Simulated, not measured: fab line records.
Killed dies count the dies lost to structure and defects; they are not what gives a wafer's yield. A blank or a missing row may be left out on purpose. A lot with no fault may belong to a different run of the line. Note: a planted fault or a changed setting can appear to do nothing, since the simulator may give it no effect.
Which tool was responsible?	flow gf180mcu	Sampling: 13 lots, 39 wafers, 5 of 602 route steps

WHAT THE GAUGES READ, wafer by wafer
GF_V5_THK_MEAS_03. Usual: V5_CVD_02_THK gives 1444 nm (standard deviation 24).
lot	measured	on	V5_CVD_02_THK (nm)	flag
L767	day 27 03:30	film_metro-04	1458 1428 1494	
L769	day 27 23:04	film_metro-03	1467 1492 1468	
L770	day 28 05:32	film_metro-02	1403 1417 1463	
L771	day 28 15:51	film_metro-02	1430 1429 1442	
L772	day 28 23:25	film_metro-04	1414 1436 1444	
L775	day 29 20:40	film_metro-03	1408 1446 1447	
L776	day 30 03:58	film_metro-02	1461 1483 1485	
L780	day 31 02:42	film_metro-03	1208 1413 1463	OFF
L782	day 31 15:25	film_metro-03	1211 1421 1441	OFF
L786	day 32 11:21	film_metro-03	1418 1396 1432	
L787	day 32 15:03	film_metro-03	1456 1464 1443	
L788	day 33 03:12	film_metro-02	1463 1411 1418	
L789	day 33 08:44	film_metro-03	1460 1489 1478	

GF_V5_CD_MEAS_14: target cd 260 nm. Usual: cd_nm 260.3 nm, standard deviation 1.3.
lot	measured	on	cd_nm (nm)	flag
L767	day 28 00:19	cd_sem-02	258.7 259.5 258.5	
L769	day 28 19:17	cd_sem-01	259.0 260.3 260.0	
L770	day 29 01:51	cd_sem-02	260.0 259.4 260.1	
L771	day 29 11:22	cd_sem-02	260.0 260.1 259.2	
L772	day 29 18:45	cd_sem-02	258.7 257.9 259.5	
L775	day 30 16:07	cd_sem-02	261.5 262.0 262.2	
L776	day 30 22:46	cd_sem-01	260.4 261.2 261.5	
L780	day 31 21:01	cd_sem-01	260.4 260.2 260.5	
L782	day 32 09:44	cd_sem-01	260.1 259.5 259.1	
L786	day 33 04:10	cd_sem-01	260.0 259.3 259.9	
L787	day 33 08:19	cd_sem-01	258.1 259.2 258.7	
L788	day 33 19:25	cd_sem-01	260.0 260.3 260.3	
L789	day 34 01:11	cd_sem-01	259.7 259.9 261.0	

WHICH TOOL RAN EACH LOT (tool, then ch and the chambers of the sampled wafers, then the start)
lot	GF_V3_SPUTTER_22	GF_M4_SPUTTER_04	GF_V5_CVD_02
L767	pvd_sputter-03, day 23 06:01	pvd_sputter-04, day 23 06:50	pecvd-03 ch 0,2, day 27 03:24
L769	pvd_sputter-03, day 24 04:28	pvd_sputter-04, day 24 05:17	pecvd-01 ch 1,2, day 27 22:57
L770	pvd_sputter-01, day 24 10:48	pvd_sputter-01, day 24 11:37	pecvd-04 ch 0,1,2, day 28 05:25
L771	pvd_sputter-02, day 25 00:16	pvd_sputter-04, day 25 01:05	pecvd-03 ch 1,2, day 28 15:44
L772	pvd_sputter-02, day 25 09:11	pvd_sputter-01, day 25 10:01	pecvd-04 ch 0,1,2, day 28 23:19
L775	pvd_sputter-02, day 26 06:20	pvd_sputter-01, day 26 07:08	pecvd-03 ch 1,2, day 29 20:34
L776	pvd_sputter-02, day 26 15:13	pvd_sputter-03, day 26 16:01	pecvd-01 ch 0,2, day 30 03:50
L780	pvd_sputter-01, day 27 16:40	pvd_sputter-04, day 27 17:29	pecvd-04 ch 0,1,2, day 31 02:35
L782	pvd_sputter-01, day 28 05:49	pvd_sputter-03, day 28 06:38	pecvd-04 ch 0,1,2, day 31 15:19
L786	pvd_sputter-02, day 29 04:39	pvd_sputter-03, day 29 05:28	pecvd-03 ch 1,2, day 32 11:14
L787	pvd_sputter-02, day 29 08:27	pvd_sputter-01, day 29 09:16	pecvd-01 ch 0,1,2, day 32 14:56
L788	pvd_sputter-02, day 29 22:06	pvd_sputter-04, day 29 23:18	pecvd-03 ch 0,2, day 33 03:05
L789	pvd_sputter-02, day 30 04:15	pvd_sputter-01, day 30 05:10	pecvd-01 ch 0,2, day 33 08:36
- GF_V3_SPUTTER_22: material TiN, target thk 10 nm, time 40 s.
- GF_M4_SPUTTER_04: material TiN, target thk 50 nm, time 41.7 s.
- GF_V5_CVD_02: deposits SiO2 from TEOS, target thk 1450 nm, time 163.28 s.

AS READ BY THE TOOLS THEMSELVES (means over the sampled wafers that have a number; for cases with no such wafer, the mark the record gives instead)
GF_V3_SPUTTER_22. Usual: throttle_valve_pct 29.9 %, standard deviation 1.3.
lot	tool	throttle_valve_pct (%)	flag
L767	pvd_sputter-03	30.0	
L769	pvd_sputter-03	31.0	
L770	pvd_sputter-01	30.3	
L771	pvd_sputter-02	29.0	
L772	pvd_sputter-02	28.5	
L775	pvd_sputter-02	29.0	
L776	pvd_sputter-02	29.0	
L780	pvd_sputter-01	31.6	
L782	pvd_sputter-01	30.2	
L786	pvd_sputter-02	29.9	
L787	pvd_sputter-02	30.1	
L788	pvd_sputter-02	29.4	
L789	pvd_sputter-02	30.2	

GF_M4_SPUTTER_04. Usual: throttle_valve_pct 30.1 %, standard deviation 1.3.
lot	tool	throttle_valve_pct (%)	flag
L767	pvd_sputter-04	30.1	
L769	pvd_sputter-04	29.1	
L770	pvd_sputter-01	30.4	
L771	pvd_sputter-04	29.6	
L772	pvd_sputter-01	30.3	
L775	pvd_sputter-01	30.1	
L776	pvd_sputter-03	30.3	
L780	pvd_sputter-04	30.4	
L782	pvd_sputter-03	30.4	
L786	pvd_sputter-03	31.1	
L787	pvd_sputter-01	29.6	
L788	pvd_sputter-04	30.4	
L789	pvd_sputter-01	29.8	

GF_V5_CVD_02. Usual: heater_power_w 681 W, standard deviation 100; rf_fwd_power_W 597.2 W, standard deviation 2.1.
lot	tool	heater_power_w (W)	rf_fwd_power_W (W)	flag
L767	pecvd-03	609	597.4	
L769	pecvd-01	802	598.1	
L770	pecvd-04	707	597.1	
L771	pecvd-03	688	596.8	
L772	pecvd-04	648	597.1	
L775	pecvd-03	634	594.7	
L776	pecvd-01	776	596.1	
L780	pecvd-04	744	517.9	OFF
L782	pecvd-04	672	516.7	OFF
L786	pecvd-03	703	597.1	
L787	pecvd-01	729	599.5	
L788	pecvd-03	625	597.2	
L789	pecvd-01	838	598.1	

THE ANSWER, worked out from the rows above alone
Rule: a lot is off if the mean of its wafers that have a number lies more than 3 standard deviations from the usual mean. A lot without any number at a reading at which 4 lots or more have one is off too. Where the step has rows for the other lots, those lots are counted as sound. The gauges are gone through in route order, then the tools' own readings, and for those a lot's mean is taken as printed above. The first step at which some lot is off is used, and at that step the reading that is off furthest; a lot without a number counts as furthest.
Off: L780, L782, seen at GF_V5_THK_MEAS_03 (V5_CVD_02_THK).
A tool fits if, at a process step before that reading, it ran every lot that is off, and no sound lot after the first of them. Not tried: the gauges at GF_V5_THK_MEAS_03; whatever is off there is also off at GF_V5_CVD_02, on other tools, and gauge error can't account for it. Can't be told from this: 2 tools fit, pvd_sputter-01 at GF_V3_SPUTTER_22, pecvd-04 at GF_V5_CVD_02.

WHAT THE SIMULATOR HAD PUT IN
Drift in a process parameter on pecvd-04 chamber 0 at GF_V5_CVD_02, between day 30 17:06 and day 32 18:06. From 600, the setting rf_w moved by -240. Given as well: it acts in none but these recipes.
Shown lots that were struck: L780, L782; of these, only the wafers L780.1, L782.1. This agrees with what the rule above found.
